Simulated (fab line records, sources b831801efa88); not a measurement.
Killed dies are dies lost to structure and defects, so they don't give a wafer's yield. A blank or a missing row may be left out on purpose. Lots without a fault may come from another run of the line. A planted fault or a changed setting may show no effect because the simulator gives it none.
fab line records | flow sfq_line
record lots=6 wafers=16 last_day=80
route steps=325 shown I0@47 M1@58 I1@73 M2@88 M8@325
lots that met no fault: from a run of the same line without faults
start_h: hours from the record's first day to the start of the lot's first wafer shown | wait_h: hours since the lot's step before | " the same as in the row above | L1.1+2: a row that stands for several wafers | - no value, or no start given | * or withheld: withheld | < > ~ a bound
route shown NAME@n: a module of which the file shows steps, and the number in the route of the first | usual: mean/standard deviation of fault-free wafers | same: alike in all rows | chamber/n: place in a boat | sites: the reading at each site | _std_site: their standard deviation | _edge_site: outer sites' mean less inner sites' | radius_mm: how far each site lies from the wafer's centre | mask NAME#n: copy n | behind: the tool/chamber that last shaped the wafer | hold: why the lot was held/for how many hours/how that ended | device: the transistor (n, p or np) that didn't switch | end of line: the same wafers' tests at the end of the route | a step without rows: its recipe alone | killed: dies lost to structure and defects at the first sort, not the wafer's yield | map: a wafer's dies, x killed, . not, _ none there
set.NAME: the setting as run; set.NAME@STEP: as run at that earlier step | model.NAME: the simulator's own value behind a step, which no gauge read
lots at some steps of the route; a table a step, a row a wafer
services: from which hour (start_h, from the record's first day; less than 0 if before it) a tool's chamber was out of use, for how many hours, and why
## steps
# step SFQ_TRILAYER_I0_VIA_LITHO_COAT_036
# recipe resist=BARC spin_rpm=3000 resist_thk_nm=62
# step SFQ_TRILAYER_I0_VIA_LITHO_COAT_031
# recipe resist=KrF spin_rpm=3000 resist_thk_nm=650
# step SFQ_TRILAYER_I0_VIA_LITHO_SOFTBAKE_035
# recipe temp_c=withheld time_s=withheld resist=KrF
# step SFQ_TRILAYER_I0_VIA_LITHO_EXPOSE_032
# recipe mask_id=I0 na=0.6 source_shape=conventional sigma_outer=0.65 target_cd_nm=500 dose_mj=21.3
# step SFQ_TRILAYER_I0_VIA_LITHO_PEB_034
# recipe peb_temp_c=115 peb_time_s=60 resist=KrF
# step SFQ_TRILAYER_I0_VIA_LITHO_DEVELOP_033
# recipe time_s=60 resist=KrF
# step SFQ_I0_OVL_MEAS_908
# usual I0_OVL=-4/5.4
# columns lot.wafer tool chamber start_h wait_h I0_OVL[nm]
L825.1 overlay-02 - 397.48 0.1 -4
L825.4 " - " " -5
L825.6 " - " " -12
L830.4 overlay-02 - 416.68 0.1 -4
L830.6 " - " " -1
L831.2 overlay-02 - 417.87 0.1 -16
L831.5 " - " " -12
L831.6 " - " " -17
L835.3 overlay-01 - 428.68 0.1 -6
L835.4 " - " " -4
L835.5 " - " " -9
L836.1 overlay-02 - 429.87 0.1 0
L836.3 " - " " 4
L837.1 overlay-01 - 434.67 0.1 -2
L837.3 " - " " 0
L837.4 " - " " -2
# step SFQ_TRILAYER_I0_VIA_BARC_OPEN_VIA_ETCH_046
# recipe mask_material=PR chemistry=O2 target_depth_nm=125 target=BARC source_w=500 bias_w=80 pressure_mtorr=30 time_s=41.7
# usual drypump_motor_current_A=5.8/0.48 oes_product_au=0.685/0.0047 rf_fwd_power_W=494.2/2
# columns lot.wafer tool chamber start_h wait_h drypump_motor_current_A oes_product_au rf_fwd_power_W rf_hours_counter_h
L825.1 rie_diel-03 1 397.51 0.0 5.5 0.683 492.4 2
L825.4 " 3 " " 5.0 0.683 490.7 103
L825.6 " 1 " " 5.6 0.685 493.4 -
L830.4 rie_diel-04 1 416.72 0.0 5.4 0.680 492.9 -
L830.6 " 3 " " 5.6 0.689 497.2 -
L831.2 rie_diel-02 0 417.90 0.0 6.4 0.687 494.4 14
L831.5 " 2 " " 5.4 0.692 491.5 -
L831.6 " 3 " " 6.3 0.684 493.9 -
L835.3 rie_diel-03 3 428.70 0.0 5.0 0.687 493.1 103
L835.4 " 1 " " 5.6 0.679 491.1 -
L835.5 " 0 " " 6.4 0.684 495.0 -
L836.1 rie_diel-02 0 429.90 0.0 6.5 0.686 493.9 15
L836.3 " 3 " " 6.2 0.686 493.9 3
L837.1 rie_diel-03 3 434.70 0.0 5.0 0.684 495.6 103
L837.3 " 1 " " 5.6 0.687 496.5 -
L837.4 " 3 " " 5.0 0.684 493.7 -
# step SFQ_TRILAYER_I0_VIA_ETCH_VIA_ETCH_034
# recipe target=SiO2 stop_on=Nb mask_material=PR taper_deg=20 chemistry=CHF3 target_depth_nm=260 source_w=500 bias_w=80 pressure_mtorr=30 time_s=withheld
# step SFQ_TRILAYER_I0_VIA_STRIP_STRIP_035
# recipe gas=O2 power_w=200 platen_temp_c=40 overash_fraction=0.65 chemistry=O2 pressure_mtorr=50
# usual drypump_motor_current_A=5.9/0.45 he_backside_leak_sccm=3.40/0.13 oes_product_au=1.006/0.0089
# columns lot.wafer tool chamber start_h wait_h drypump_motor_current_A he_backside_leak_sccm oes_product_au rf_hours_counter_h
L825.1 rie_metal-03 0 397.66 - 5.5 3.32 1.009 83
L825.4 " 1 " " 6.3 3.41 1.017 -
L825.6 " 1 " " 6.3 3.33 1.019 -
L830.4 rie_metal-03 0 417.05 - 5.6 3.32 0.999 -
L830.6 " 0 " " 5.5 3.21 1.003 -
L831.2 rie_metal-04 1 418.05 - 5.7 3.53 1.000 65
L831.5 " 1 " " 5.7 3.47 1.017 -
L831.6 " 0 " " 6.3 3.90 1.017 -
L835.3 rie_metal-02 0 429.05 - 6.5 3.31 0.993 -
L835.4 " 1 " " 5.2 3.34 0.995 -
L835.5 " 0 " " 6.5 3.31 1.004 -
L836.1 rie_metal-03 1 430.05 - 6.3 3.51 0.998 44
L836.3 " 1 " " 6.3 3.49 0.999 -
L837.1 rie_metal-03 1 434.93 - 6.3 3.62 1.010 45
L837.3 " 0 " " 5.6 3.46 1.009 -
L837.4 " 1 " " 6.3 3.54 1.011 -
# step SFQ_TRILAYER_I0_VIA_STRIP_SOLV_CLEAN_036
# recipe chemistry=NMP temp_c=70 time_s=600
# step SFQ_TRILAYER_M1_DEP_PRE_CLEAN_038
# recipe gas=Ar time_s=22.5 bias_v=250
# step SFQ_TRILAYER_M1_DEP_SPUTTER_037
# recipe material=Nb base_pressure_pa=1.33e-06 chamber_pressure_pa=0.1333 substrate_temp_c=20 resputter_cathode_voltage_v=400 target_thk_nm=200 power_w=2000 time_s=133.3
# usual throttle_valve_pct=30.3/1.2
# columns lot.wafer tool chamber start_h wait_h throttle_valve_pct model.Nb_of_TRILAYER_M1_DEP_SPUTTER_037.thk_nm
L825.1 pvd_sputter-06 - 398.47 0.0 29.0 198.1
L825.4 " - " " 28.7 201.1
L825.6 " - " " 28.8 198.6
L830.4 pvd_sputter-06 - 417.66 0.0 28.8 199.7
L830.6 " - " " 28.6 280.1
L831.2 pvd_sputter-04 - 418.86 0.0 32.1 200.6
L831.5 " - " " 31.3 199.6
L831.6 " - " " 31.1 195
L835.3 pvd_sputter-05 - 429.66 0.0 32.8 201.2
L835.4 " - " " 30.2 198.9
L835.5 " - " " 28.9 202.8
L836.1 pvd_sputter-06 - 430.86 0.0 29.1 201.9
L836.3 " - " " 29.1 284.4
L837.1 pvd_sputter-04 - 435.74 0.0 31.4 196.2
L837.3 " - " " 31.0 198.6
L837.4 " - " " 31.6 199.9
# step SFQ_M1_RS_MEAS_909
# recipe thk_meas_gauge=four-point-probe reads=Nb_of_TRILAYER_M1_DEP_SPUTTER_037
# usual M1_NB_RS=0.893/0.01
# columns lot.wafer tool chamber start_h wait_h M1_NB_RS[ohm/sq]
L825.1 film_metro-03 - 398.56 0.0 0.898
L825.4 " - " " 0.885
L825.6 " - " " 0.896
L830.4 film_metro-03 - 417.81 0.1 0.891
L830.6 " - " " 0.632
L831.2 film_metro-01 - 418.97 0.1 0.885
L831.5 " - " " 0.892
L831.6 " - " " 0.912
L835.3 film_metro-01 - 429.79 0.1 0.885
L835.4 " - " " 0.893
L835.5 " - " " 0.876
L836.1 film_metro-01 - 430.95 0.0 0.880
L836.3 " - " " 0.624
L837.1 film_metro-04 - 435.83 0.0 0.906
L837.3 " - " " 0.896
L837.4 " - " " 0.890
# step SFQ_TRILAYER_M1_LITHO_COAT_044
# recipe resist=BARC spin_rpm=3000 resist_thk_nm=62
# step SFQ_TRILAYER_M1_LITHO_COAT_039
# recipe resist=KrF spin_rpm=3000 resist_thk_nm=600
# step SFQ_TRILAYER_M1_LITHO_SOFTBAKE_043
# recipe temp_c=withheld time_s=withheld resist=KrF
# step SFQ_TRILAYER_M1_LITHO_EXPOSE_040
# recipe mask_id=M1 na=0.6 source_shape=conventional sigma_outer=0.65 target_cd_nm=500 dose_mj=14.4
# step SFQ_TRILAYER_M1_LITHO_PEB_042
# recipe peb_temp_c=115 peb_time_s=60 resist=KrF
# step SFQ_TRILAYER_M1_LITHO_DEVELOP_041
# recipe time_s=60 resist=KrF
# step SFQ_M1_OVL_MEAS_911
# usual M1_OVL=8/5.2
# columns lot.wafer tool chamber start_h wait_h M1_OVL[nm]
L825.1 overlay-02 - 401.11 0.1 9
L825.4 " - " " 8
L825.6 " - " " 8
L830.4 overlay-01 - 420.81 0.1 10
L830.6 " - " " 12
L831.2 overlay-01 - 422.00 0.1 14
L831.5 " - " " 3
L831.6 " - " " 6
L835.3 overlay-01 - 432.61 0.1 13
L835.4 " - " " 5
L835.5 " - " " 7
L836.1 overlay-01 - 433.80 0.1 19
L836.3 " - " " 11
L837.1 overlay-02 - 438.26 0.1 14
L837.3 " - " " 16
L837.4 " - " " 19
# step SFQ_TRILAYER_M1_BARC_OPEN_METAL_ETCH_054
# recipe mask_material=PR chemistry=O2 target_depth_nm=125 target=BARC icp_w=600 bias_w=80 pressure_mtorr=10 time_s=41.7
# usual drypump_motor_current_A=5.8/0.41 he_backside_leak_sccm=3.42/0.27 oes_product_au=0.685/0.0044 rf_fwd_power_W=594.1/2.3
# columns lot.wafer tool chamber start_h wait_h drypump_motor_current_A he_backside_leak_sccm oes_product_au rf_fwd_power_W rf_hours_counter_h
L825.1 rie_metal-01 1 401.15 0.0 5.7 3.35 0.685 592.8 110
L825.4 " 1 " " 5.7 3.17 0.675 590.4 -
L825.6 " 1 " " 5.7 3.27 0.683 592.9 -
L830.4 rie_metal-01 0 420.85 0.0 5.7 3.73 0.685 594.4 -
L830.6 " 1 " " 5.8 3.25 0.685 593.5 -
L831.2 rie_metal-03 1 422.03 0.0 6.3 3.36 0.686 595.9 43
L831.5 " 0 " " 5.5 3.41 0.682 594.0 -
L831.6 " 1 " " 6.3 3.46 0.687 592.6 -
L835.3 rie_metal-01 0 432.66 0.0 5.7 3.64 0.687 596.2 -
L835.4 " 1 " " 5.7 3.31 0.685 592.3 -
L835.5 " 0 " " 5.7 3.63 0.684 593.1 -
L836.1 rie_metal-02 0 433.84 0.0 6.5 3.23 0.687 587.8 5
L836.3 " 1 " " 5.2 3.39 0.689 595.5 -
L837.1 rie_metal-02 1 438.29 0.0 5.2 3.51 0.690 592.7 52
L837.3 " 1 " " 5.2 3.34 0.682 594.9 -
L837.4 " 1 " " 5.2 3.34 0.684 593.9 -
# step SFQ_TRILAYER_M1_ETCH_METAL_ETCH_042
# recipe target=Nb stop_on=SiO2 mask_material=PR chemistry=Cl2/Ar target_depth_nm=240 icp_w=600 bias_w=80 pressure_mtorr=10 time_s=120
# usual drypump_motor_current_A=5.8/0.41 he_backside_leak_sccm=3.43/0.17 oes_product_au=0.893/0.0074 rf_fwd_power_W=597.0/1.7
# columns lot.wafer tool chamber start_h wait_h drypump_motor_current_A he_backside_leak_sccm oes_product_au rf_fwd_power_W rf_hours_counter_h
L825.1 rie_metal-01 1 401.21 0.0 5.7 3.33 0.891 595.6 110
L825.4 " 1 " " 5.8 3.23 0.897 594.9 -
L825.6 " 1 " " 5.7 3.19 0.892 595.4 -
L830.4 rie_metal-01 0 420.93 0.1 5.8 3.72 0.895 596.7 -
L830.6 " 1 " " 5.8 3.41 1.003 597.4 -
L831.2 rie_metal-03 1 422.09 0.0 6.3 3.33 0.890 597.4 43
L831.5 " 0 " " 5.6 3.24 0.887 596.8 -
L831.6 " 1 " " 6.3 3.53 0.885 596.2 -
L835.3 rie_metal-01 0 432.74 0.1 5.8 3.82 0.898 600.1 -
L835.4 " 1 " " 5.7 3.19 0.895 597.8 -
L835.5 " 0 " " 5.7 3.77 0.897 599.8 -
L836.1 rie_metal-02 0 433.90 0.0 6.5 3.24 0.893 597.4 5
L836.3 " 1 " " 5.2 3.49 0.994 594.9 -
L837.1 rie_metal-02 1 438.41 0.1 5.2 3.69 0.887 596.0 52
L837.3 " 1 " " 5.2 3.43 0.890 595.3 -
L837.4 " 1 " " 5.2 3.39 0.890 597.1 -
# step SFQ_TRILAYER_M1_STRIP_STRIP_043
# recipe gas=O2 power_w=200 platen_temp_c=40 overash_fraction=0.65 chemistry=O2 pressure_mtorr=50
# step SFQ_TRILAYER_M1_STRIP_SOLV_CLEAN_044
# recipe chemistry=NMP temp_c=70 time_s=600
# step SFQ_TRILAYER_I1_DEP_PECVD_045
# recipe material=SiO2 temp_c=150 time_s=111.11 pressure_torr=2.4 rf_w=183.3 precursor=SiH4/N2O target_thk_nm=500
# step SFQ_TRILAYER_I1_CMP_CMP_046
# recipe material=SiO2 down_force_psi=3 platen_rpm=60 pad_velocity_m_s=0.94248
# step SFQ_I1_BOW_MEAS_912
# recipe mode=bow
# usual I1_BOW=1/7.9
# columns lot.wafer tool chamber start_h wait_h I1_BOW[um]
L825.1 film_metro-02 - 405.19 2.0 8
L825.4 " - " " -2
L825.6 " - " " -2
L830.4 film_metro-01 - 424.93 1.1 -15
L830.6 " - " " -6
L831.2 film_metro-02 - 426.09 1.0 5
L831.5 " - " " 14
L831.6 " - " " 6
L835.3 film_metro-01 - 438.18 1.5 13
L835.4 " - " " 13
L835.5 " - " " 5
L836.1 film_metro-04 - 440.27 1.0 -13
L836.3 " - " " -7
L837.1 film_metro-02 - 443.11 1.0 12
L837.3 " - " " 7
L837.4 " - " " 5
# step SFQ_TRILAYER_I1_METRO_MEASURE_047
# step SFQ_TRILAYER_I1_VIA_LITHO_COAT_054
# recipe resist=BARC spin_rpm=3000 resist_thk_nm=62
# step SFQ_TRILAYER_I1_VIA_LITHO_COAT_049
# recipe resist=KrF spin_rpm=3000 resist_thk_nm=650
# step SFQ_TRILAYER_I1_VIA_LITHO_SOFTBAKE_053
# recipe temp_c=withheld time_s=withheld resist=KrF
# step SFQ_TRILAYER_I1_VIA_LITHO_EXPOSE_050
# recipe mask_id=I1 na=0.6 source_shape=conventional sigma_outer=0.65 target_cd_nm=500 dose_mj=21.3
# step SFQ_TRILAYER_I1_VIA_LITHO_PEB_052
# recipe peb_temp_c=115 peb_time_s=60 resist=KrF
# step SFQ_TRILAYER_I1_VIA_LITHO_DEVELOP_051
# recipe time_s=60 resist=KrF
# step SFQ_I1_OVL_MEAS_913
# usual I1_OVL=4/5.5
# columns lot.wafer tool chamber start_h wait_h I1_OVL[nm]
L825.1 overlay-02 - 563.12 0.1 3
L825.4 " - " " 2
L825.6 " - " " 6
L830.4 overlay-01 - 587.73 0.1 -2
L830.6 " - " " -8
L831.2 overlay-02 - 588.92 0.1 -2
L831.5 " - " " -5
L831.6 " - " " -4
L835.3 overlay-02 - 600.93 0.1 4
L835.4 " - " " -3
L835.5 " - " " 0
L836.1 overlay-02 - 603.32 0.1 4
L836.3 " - " " 5
L837.1 overlay-01 - 604.52 0.1 12
L837.3 " - " " 12
L837.4 " - " " 4
# step SFQ_TRILAYER_I1_VIA_BARC_OPEN_VIA_ETCH_071
# recipe mask_material=PR chemistry=O2 target_depth_nm=125 target=BARC source_w=500 bias_w=80 pressure_mtorr=30 time_s=41.7
# step SFQ_TRILAYER_I1_VIA_ETCH_VIA_ETCH_052
# recipe target=SiO2 stop_on=Nb mask_material=PR taper_deg=20 chemistry=CHF3 target_depth_nm=260 source_w=500 bias_w=80 pressure_mtorr=30 time_s=withheld
# usual drypump_motor_current_A=5.7/0.58 oes_product_au=0.854/0.0053 rf_fwd_power_W=497.9/1.6
# columns lot.wafer tool chamber start_h wait_h drypump_motor_current_A oes_product_au rf_fwd_power_W
L825.1 rie_diel-03 0 563.20 0.0 6.4 0.852 498.9
L825.4 " 3 " " 5.0 0.851 496.3
L825.6 " 1 " " 5.6 0.854 498.0
L830.4 rie_diel-03 2 587.79 0.0 6.4 0.854 494.4
L830.6 " 3 " " 5.0 0.857 496.8
L831.2 rie_diel-01 3 588.99 0.0 4.9 0.847 494.7
L831.5 " 2 " " 5.1 0.851 499.7
L831.6 " 3 " " 4.9 0.863 495.3
L835.3 rie_diel-03 3 600.99 0.0 5.0 0.849 498.1
L835.4 " 0 " " 6.4 0.850 495.7
L835.5 " 2 " " 6.3 0.848 496.7
L836.1 rie_diel-04 3 603.39 0.0 5.6 0.856 499.7
L836.3 " 2 " " 6.1 0.857 498.1
L837.1 rie_diel-03 0 604.59 0.0 6.5 0.860 495.8
L837.3 " 1 " " 5.6 0.856 496.2
L837.4 " 3 " " 5.0 0.847 497.4
# step SFQ_TRILAYER_I1_VIA_STRIP_STRIP_053
# recipe gas=O2 power_w=200 platen_temp_c=40 overash_fraction=0.65 chemistry=O2 pressure_mtorr=50
# usual drypump_motor_current_A=5.8/0.42 he_backside_leak_sccm=3.43/0.21 oes_product_au=0.995/0.0078
# columns lot.wafer tool chamber start_h wait_h drypump_motor_current_A he_backside_leak_sccm oes_product_au rf_hours_counter_h
L825.1 rie_metal-01 1 563.31 - 5.7 3.44 0.996 135
L825.4 " 0 " " 5.8 3.84 0.988 -
L825.6 " 0 " " 5.8 3.78 0.977 -
L830.4 rie_metal-02 1 588.11 - 5.2 3.36 1.003 -
L830.6 " 1 " " 5.2 3.25 0.994 -
L831.2 rie_metal-01 1 589.11 - 5.7 3.32 0.984 138
L831.5 " 1 " " 5.7 3.18 0.992 -
L831.6 " 0 " " 5.8 3.52 0.997 -
L835.3 rie_metal-01 1 601.31 - 5.7 3.42 0.992 -
L835.4 " 0 " " 5.8 3.96 0.992 -
L835.5 " 0 " " 5.8 4.24 1.003 -
L836.1 rie_metal-02 0 603.51 - 6.5 3.25 0.992 27
L836.3 " 0 " " 6.5 3.24 1.003 -
L837.1 rie_metal-01 0 604.71 - 5.8 3.87 0.993 105
L837.3 " 1 " " 5.7 3.34 0.988 -
L837.4 " 0 " " 5.8 3.86 0.987 -
# step SFQ_TRILAYER_I1_VIA_STRIP_SOLV_CLEAN_054
# recipe chemistry=NMP temp_c=70 time_s=600
# step SFQ_TRILAYER_M2_DEP_PRE_CLEAN_056
# recipe gas=Ar time_s=22.5 bias_v=250
# step SFQ_M8_BOW_MEAS_951
# recipe mode=bow
# usual M8_BOW=7/12
# columns lot.wafer tool chamber start_h wait_h M8_BOW[um] model.etest.m1.comb_log10_ohm model.etest.m1.ohm_sq
L825.1 film_metro-03 - 1669.54 0.0 10 12 0.8982
L825.4 " - " " -1 12 0.8847
L825.6 " - " " -1 12 0.896
L830.4 film_metro-03 - 1776.69 0.1 -9 12 0.8909
L830.6 " - " " -1 0 0.6352
L831.2 film_metro-01 - 1780.25 0.0 24 12 0.8868
L831.5 " - " " 35 12 0.8917
L831.6 " - " " 27 12 0.9127
L835.3 film_metro-02 - 1797.67 0.0 20 12 0.8843
L835.4 " - " " 20 12 0.8948
L835.5 " - " " 12 12 0.8774
L836.1 film_metro-02 - 1907.10 0.0 -3 12 0.8811
L836.3 " - " " 4 0 0.6257
L837.1 film_metro-03 - 1911.90 0.0 8 12 0.907
L837.3 " - " " 3 12 0.8961
L837.4 " - " " 0 12 0.8901
## services
# columns tool chamber start_h hours kind
rie_diel-03 3 380.38 6.4 repair
rie_metal-02 - 382.65 0.1 repair
rie_diel-04 0 386.40 35.5 repair
rie_diel-02 1 389.81 6.3 repair
rie_diel-03 2 407.57 1.8 repair
rie_diel-03 1 410.37 4.4 repair
rie_diel-03 2 428.32 7.0 repair
rie_diel-03 0 432.10 11.9 repair
rie_metal-02 0 435.59 19.1 repair
pvd_sputter-04 - 446.21 15.5 repair
rie_diel-03 2 459.29 12.1 repair
rie_diel-03 2 471.87 13.2 repair
pvd_sputter-06 - 485.91 5.8 repair
pvd_sputter-04 - 489.65 8.0 repair
pvd_sputter-04 - 509.50 1.1 repair
rie_metal-02 - 510.70 0.5 repair
rie_metal-03 0 511.25 41.3 repair
pvd_sputter-04 - 512.02 1.8 repair
rie_metal-02 - 524.55 2.8 pm
rie_diel-02 0 530.98 12.4 repair
rie_metal-03 1 531.38 1.5 repair
rie_metal-01 - 533.91 2.8 pm
rie_metal-01 - 572.83 2.1 repair
pvd_sputter-04 - 586.40 1.9 repair
## key
first_sign step=SFQ_M1_RS_MEAS_909 reading=M1_NB_RS direction=down sigmas=26 usual=0.893 struck=0.628
effect step=SFQ_TRILAYER_M1_ETCH_METAL_ETCH_042 reading=oes_product_au direction=up sigmas=14 usual=0.893 struck=0.999
model_effect step=SFQ_TRILAYER_M1_DEP_SPUTTER_037 value=Nb_of_TRILAYER_M1_DEP_SPUTTER_037.thk_nm without=200.2 struck=282.2
model_effect step=SFQ_M8_BOW_MEAS_951 value=etest.m1.comb_log10_ohm without=12 struck=0
met_at SFQ_TRILAYER_M1_DEP_SPUTTER_037
struck_wafers L830.6,L836.3
onset_between 398.47 417.66
fault kind=process_parameter_drift tool=pvd_sputter-06 chamber=- onset_h=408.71 steps=SFQ_TRILAYER_M1_DEP_SPUTTER_037 channel=target_thk_nm offset=82.018 shape=step end_h=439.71 scope=struck_wafers_only acts_in=these_recipes_only stated=200
